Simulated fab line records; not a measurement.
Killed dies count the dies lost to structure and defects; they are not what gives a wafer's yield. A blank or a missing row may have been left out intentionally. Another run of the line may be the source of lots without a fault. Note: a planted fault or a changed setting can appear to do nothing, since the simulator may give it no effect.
fab line records	flow sky130	part 2 of 2: steps 26 to 36 of 36
[record] lots = 5	wafers = 15	last_day = 50
route steps=708 shown SONOS_ONO@182 GATE_OXIDE@187 POLY_GATE@204 RES_PROTECT@206
lots untouched by any fault: they come from a run of this same line in which no faults occurred
start_h: hours from the record's opening day to when the first of the lot's shown wafers began	wait_h: time in hours since the lot's previous step	" identical to the entry in the row above	L1.1+2: one row covering several wafers at once	- value missing, or start not given	* or withheld: withheld	< > ~ a bound
route shown NAME@n: names a module that has steps shown in the file, with the first one's number in the route	usual: mean and standard deviation over wafers with no fault	same: alike in all rows	chamber/n: place in a boat	sites: the reading at each site	_std_site: their standard deviation	_edge_site: mean of outer sites minus mean of inner sites	radius_mm: how far each site lies from the wafer's centre	mask NAME#n: copy n	behind: the last tool/chamber to shape the wafer	hold: what put the lot on hold/how long, in hours/how the hold closed	device: the transistor (n, p or np) that didn't switch	end of line: at the end of the route, the tests of the same wafers	a step with no rows: only its recipe	killed: count of dies lost to structure and defects at first sort (not the wafer's yield)	map: shows each die of a wafer: x if killed, . if not, _ if none is there
set.NAME: the run value of the setting; set.NAME@STEP: its run value at that earlier step	model.NAME: the simulator's own value behind a step, which no gauge read
lots seen at some steps along the route; tables by step, rows by wafer
services: from which hour (start_h, from the record's first day; less than 0 if before it) a tool's chamber was out of use, for how many hours, and why
[[steps]]
[step SKY_RES_PROTECT_HMDS_01]
[recipe] prime_time_s = 60	prime_temp_c = 120
[usual] prime_temp_c = 119.99/0.15
lot.wafer	tool	chamber	start_h	wait_h	prime_temp_c
L076.1	litho_track-03	0	344.94	0.1	120.03
L076.4	"	0	"	"	120.16
L076.6	"	0	"	"	120.06
L077.1	litho_track-03	0	353.59	0.1	119.96
L077.5	"	0	"	"	119.98
L077.6	"	0	"	"	120.04
L080.3	litho_track-02	0	376.21	0.1	119.95
L080.5	"	0	"	"	119.74
L080.6	"	0	"	"	119.85
L091.1	litho_track-04	0	474.35	0.1	119.69
L091.4	"	0	"	"	120.02
L091.6	"	0	"	"	119.80
L097.1	litho_track-03	0	521.54	0.1	120.06
L097.2	"	0	"	"	120.01
L097.4	"	0	"	"	120.11
[step SKY_RES_PROTECT_COAT_02]
[recipe] resist = NOVOLAK	spin_rpm = 3000	resist_thk_nm = 1140
lot.wafer	tool	chamber	start_h	wait_h
L076.1+4+6	litho_track-03	0	345.09	0.1
L077.1+5+6	litho_track-03	0	353.74	0.1
L080.3+5+6	litho_track-02	0	376.36	0.1
L091.1+4+6	litho_track-04	0	474.50	0.1
L097.1+2+4	litho_track-03	0	521.69	0.1
[step SKY_RES_PROTECT_SOFTBAKE_03]
[recipe] temp_c = 90	time_s = 60	resist = NOVOLAK
[usual] plate_temp_C = 90.02/0.12
lot.wafer	tool	chamber	start_h	wait_h	plate_temp_C
L076.1	litho_track-03	0	345.24	0.1	90.05
L076.4	"	0	"	"	90.12
L076.6	"	0	"	"	90.04
L077.1	litho_track-03	0	353.89	0.1	90.03
L077.5	"	0	"	"	89.92
L077.6	"	0	"	"	90.16
L080.3	litho_track-02	0	376.51	0.1	90.02
L080.5	"	0	"	"	90.19
L080.6	"	0	"	"	90.05
L091.1	litho_track-04	0	474.65	0.1	89.96
L091.4	"	0	"	"	89.83
L091.6	"	0	"	"	89.92
L097.1	litho_track-03	0	521.84	0.1	89.97
L097.2	"	0	"	"	89.98
L097.4	"	0	"	"	89.88
[step SKY_RES_PROTECT_EXPOSE_04]
[recipe] mask_id = RPM	na = 0.6	source_shape = conventional	sigma_outer = 0.6	polarization = unpolarized	target_cd_nm = 1270	dose_mj = 131
[same] sigma_outer = 0.6
lot.wafer	tool	chamber	start_h	wait_h	mask
L076.1+4+6	iline_stepper-01	0	-	-	RPM#0
L077.1+5+6	iline_stepper-02	0	-	-	RPM#0
L080.3+5+6	iline_stepper-01	0	-	-	RPM#0
L091.1+4+6	iline_stepper-01	0	-	-	RPM#0
L097.1+2+4	iline_stepper-02	0	-	-	RPM#0
[step SKY_RES_PROTECT_PEB_05]
[recipe] temp_c = withheld	time_s = *	resist = NOVOLAK
lot.wafer	tool	chamber	start_h	wait_h
L076.1+4+6	litho_track-02	0	-	-
L077.1+5+6	litho_track-03	0	-	-
L080.3+5+6	litho_track-03	0	-	-
L091.1+4+6	litho_track-02	0	-	-
L097.1+2+4	litho_track-04	0	-	-
[step SKY_RES_PROTECT_DEVELOP_06]
[recipe] resist = NOVOLAK	developer = TMAH	develop_time_s = 60	dev_temp_c = 23
[same] develop_time_s = 60
lot.wafer	tool	chamber	start_h	wait_h
L076.1+4+6	litho_track-02	0	358.86	0.1
L077.1+5+6	litho_track-03	0	366.84	0.1
L080.3+5+6	litho_track-03	0	390.44	0.1
L091.1+4+6	litho_track-02	0	490.86	0.1
L097.1+2+4	litho_track-04	0	536.90	0.1
[step SKY_POLY_GATE_IMPLANT_02]
[recipe] species = P	energy_kev = 30	dose_cm2 = 7.7e+15	tilt_deg = 0
[usual] end_station_pressure_torr = 1e-05/9.9e-07
lot.wafer	tool	chamber	start_h	wait_h	end_station_pressure_torr
L076.1	implanter-04	0	359.01	0.1	8.3e-06
L076.4	"	0	"	"	8.4e-06
L076.6	"	0	"	"	8.8e-06
L077.1	implanter-04	0	366.99	0.1	8.9e-06
L077.5	"	0	"	"	7.9e-06
L077.6	"	0	"	"	8.7e-06
L080.3	implanter-04	0	390.59	0.1	8.9e-06
L080.5	"	0	"	"	7.9e-06
L080.6	"	0	"	"	8.9e-06
L091.1	implanter-02	0	491.01	0.1	1.02e-05
L091.4	"	0	"	"	1.05e-05
L091.6	"	0	"	"	1.11e-05
L097.1	implanter-02	0	537.05	0.1	1.1e-05
L097.2	"	0	"	"	1.03e-05
L097.4	"	0	"	"	1.04e-05
[step SKY_RES_PROTECT_STRIP_07]
[recipe] chemistry = O2/N2	power_w = 1400	pressure_mtorr = 1500	platen_temp_c = withheld	o2_flow_sccm = 3000	n2_flow_sccm = 300	overash_fraction = 0.5
[usual] drypump_motor_current_A = 6.1/0.64	oes_product_au = 0.517/0.0043	strip_time_to_endpoint_s = 23.32/0.038
lot.wafer	tool	chamber	start_h	wait_h	drypump_motor_current_A	oes_product_au	rf_hours_counter_h	strip_time_to_endpoint_s
L076.1	plasma_asher-02	1	359.16	0.1	4.9	0.515	22	23.36
L076.4	"	1	"	"	4.8	0.523	-	23.34
L076.6	"	1	"	"	4.9	0.514	-	23.37
L077.1	plasma_asher-04	1	367.14	0.1	6.4	0.517	65	23.28
L077.5	"	1	"	"	6.4	0.514	-	23.35
L077.6	"	0	"	"	6.4	0.518	-	23.30
L080.3	plasma_asher-02	0	390.73	0.1	6.6	0.518	-	23.23
L080.5	"	1	"	"	4.9	0.520	-	23.27
L080.6	"	0	"	"	6.6	0.522	-	23.27
L091.1	plasma_asher-03	1	491.16	0.1	6.3	0.512	69	23.32
L091.4	"	0	"	"	6.0	0.521	-	23.38
L091.6	"	1	"	"	6.3	0.515	-	23.34
L097.1	plasma_asher-02	0	537.20	0.1	6.6	0.509	41	23.36
L097.2	"	1	"	"	4.8	0.518	41	23.34
L097.4	"	0	"	"	6.6	0.525	-	23.36
[step SKY_RES_PROTECT_TW_MEAS_08]
[usual] POLY_GATE_TW = 4073/27
lot.wafer	tool	chamber	start_h	wait_h	POLY_GATE_TW
L076.1	film_metro-01	-	359.26	0.1	4075
L076.4	"	-	"	"	4046
L076.6	"	-	"	"	4048
L077.1	film_metro-03	-	367.24	0.1	4022
L077.5	"	-	"	"	4041
L077.6	"	-	"	"	4045
L080.3	film_metro-03	-	390.81	0.1	4061
L080.5	"	-	"	"	4053
L080.6	"	-	"	"	4051
L091.1	film_metro-01	-	491.26	0.1	4090
L091.4	"	-	"	"	4070
L091.6	"	-	"	"	4083
L097.1	film_metro-03	-	537.30	0.1	4067
L097.2	"	-	"	"	4074
L097.4	"	-	"	"	4052
[step SKY_RES_PROTECT_CLEAN_09]
[recipe] chemistry = SC1/SC2	mix = 1:4:20	temp_c = 70	time_s = 150	dry = n2_spin
[usual] bath_guard_temp_C = 70.1/0.59
lot.wafer	tool	chamber	start_h	wait_h	bath_guard_temp_C
L076.1	wet_bench-01	2	359.32	0.1	70.6
L076.4	"	2	"	"	71.2
L076.6	"	2	"	"	71.2
L077.1	wet_bench-02	1	367.30	0.1	70.1
L077.5	"	1	"	"	70.3
L077.6	"	1	"	"	70.4
L080.3	wet_bench-04	1	390.85	0.0	70.4
L080.5	"	1	"	"	70.5
L080.6	"	1	"	"	70.4
L091.1	wet_bench-04	0	491.32	0.1	69.1
L091.4	"	0	"	"	68.8
L091.6	"	0	"	"	68.7
L097.1	wet_bench-04	2	537.36	0.1	70.4
L097.2	"	2	"	"	70.0
L097.4	"	2	"	"	70.2
[step SKY_POLY_GATE_CVD_03]
[recipe] material = Si3N4	precursor = DCS/NH3	target_thk_nm = 75	temp_c = 770	time_s = 1290	pressure_mtorr = 250
[usual] spike_tc_bottom_C = 789.1/1	spike_tc_upper_C = 770.9/1.1	zone_power_centre_pct = 16.0/1.2
lot.wafer	tool	chamber	start_h	wait_h	spike_tc_bottom_C	spike_tc_upper_C	zone_power_centre_pct
L076.1	lpcvd-02	0	359.75	0.4	788.7	770.1	16.9
L076.4	"	0	"	"	789.2	770.9	16.9
L076.6	"	0	"	"	788.7	771.9	16.5
L077.1	lpcvd-02	1	368.48	1.1	790.3	771.3	13.9
L077.5	"	1	"	"	790.9	769.3	13.7
L077.6	"	1	"	"	790.0	769.7	13.9
L080.3	lpcvd-02	1	394.05	3.1	790.8	769.9	14.3
L080.5	"	1	"	"	790.3	770.3	14.2
L080.6	"	1	"	"	790.1	771.1	14.2
L091.1	lpcvd-02	1	491.37	0.0	789.8	771.3	14.2
L091.4	"	1	"	"	790.8	768.5	14.2
L091.6	"	1	"	"	790.0	770.1	14.2
L097.1	lpcvd-02	0	537.41	0.0	788.2	772.8	17.0
L097.2	"	0	"	"	786.7	770.6	16.9
L097.4	"	0	"	"	787.9	771.4	16.9
[[services]]
tool	chamber	start_h	hours	kind
plasma_asher-01	-	281.11	2.8	pm
iline_stepper-01	-	285.41	1.6	repair
plasma_asher-02	-	286.43	2.3	repair
lpcvd-02	-	287.24	2.3	repair
furnace-02	-	294.02	2.5	pm
iline_stepper-01	-	301.11	14.5	repair
implanter-04	-	306.91	4.4	pm
plasma_asher-02	-	315.89	3.8	repair
iline_stepper-02	-	323.49	3.4	repair
implanter-02	-	325.12	0.6	repair
implanter-04	-	335.67	3.4	repair
plasma_asher-01	-	346.57	3.3	pm
iline_stepper-01	-	351.85	4.4	pm
iline_stepper-01	-	358.82	1.7	pm
iline_stepper-02	-	380.75	1.7	pm
wet_bench-03	-	384.13	1.9	repair
plasma_asher-04	-	385.59	1.0	repair
plasma_asher-04	-	413.98	1.1	repair
plasma_asher-02	-	417.11	0.5	repair
plasma_asher-04	-	421.25	9.0	pm
iline_stepper-02	-	454.93	1.9	repair
iline_stepper-02	-	474.47	7.0	repair
iline_stepper-02	-	500.09	3.2	repair
lpcvd-01	-	529.09	6.0	pm
